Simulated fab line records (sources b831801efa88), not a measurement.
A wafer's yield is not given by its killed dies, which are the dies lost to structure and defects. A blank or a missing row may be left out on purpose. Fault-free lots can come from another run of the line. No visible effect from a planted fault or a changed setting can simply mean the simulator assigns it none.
Which of the tools did it? || flow sky130 || at 1 step of a route of 708, 11 lots with 31 wafers sampled

== WHAT THE GAUGES SHOWED, per wafer ==
SKY_VIA1_THK_MEAS_23: measures by xrf. Usual: VIA1_W_THK 278 nm, standard deviation 3.2.
{"lot": "L251", "measured": "day 33 18:50", "on": "film_metro-03", "VIA1_W_THK (nm)": "280 281 282", "flag": ""}
{"lot": "L252", "measured": "day 33 21:40", "on": "film_metro-02", "VIA1_W_THK (nm)": "280 282 280", "flag": ""}
{"lot": "L253", "measured": "day 34 10:43", "on": "film_metro-03", "VIA1_W_THK (nm)": "277 281 279", "flag": ""}
{"lot": "L262", "measured": "day 38 04:54", "on": "film_metro-04", "VIA1_W_THK (nm)": "279 276", "flag": ""}
{"lot": "L263", "measured": "day 38 14:29", "on": "film_metro-04", "VIA1_W_THK (nm)": "282 277", "flag": ""}
{"lot": "L264", "measured": "day 38 18:19", "on": "film_metro-04", "VIA1_W_THK (nm)": "281 283 275", "flag": ""}
{"lot": "L265", "measured": "day 38 18:31", "on": "film_metro-03", "VIA1_W_THK (nm)": "275 279 278", "flag": ""}
{"lot": "L268", "measured": "day 39 11:34", "on": "film_metro-04", "VIA1_W_THK (nm)": "274 277 275", "flag": ""}
{"lot": "L270", "measured": "day 40 09:32", "on": "film_metro-02", "VIA1_W_THK (nm)": "280 279 280", "flag": ""}
{"lot": "L271", "measured": "day 40 15:40", "on": "film_metro-04", "VIA1_W_THK (nm)": "274 276 276", "flag": ""}
{"lot": "L273", "measured": "day 40 17:46", "on": "film_metro-03", "VIA1_W_THK (nm)": "275 274 271", "flag": ""}

== EACH LOT AND THE TOOL THAT RAN IT (in order: tool; ch and the chambers of the sampled wafers; start) ==
There is no process step in the record ahead of these readings.

== WHAT THE TOOLS THEMSELVES READ (means of the sampled wafers that have a number; where no wafer has one, the mark that the record gives instead) ==
The record holds no such reading with a usual standard deviation.

== THE ANSWER, worked out from the rows above alone ==
Rule: lot off if the mean of its wafers having a number is beyond 3 standard deviations from the usual mean. A lot without any number at a reading at which 4 lots or more have one is off too. All remaining lots with rows at the step are treated as sound. After the gauges, taken in route order, come the tools' own readings; for these a lot's mean is taken, as printed above. At the first step where some lot is off, the reading lying furthest off is the one used; lots without a number count as furthest.
No lot is off at any reading shown: from this, nothing can be told.

== WHAT THE SIMULATOR HAD PUT IN ==
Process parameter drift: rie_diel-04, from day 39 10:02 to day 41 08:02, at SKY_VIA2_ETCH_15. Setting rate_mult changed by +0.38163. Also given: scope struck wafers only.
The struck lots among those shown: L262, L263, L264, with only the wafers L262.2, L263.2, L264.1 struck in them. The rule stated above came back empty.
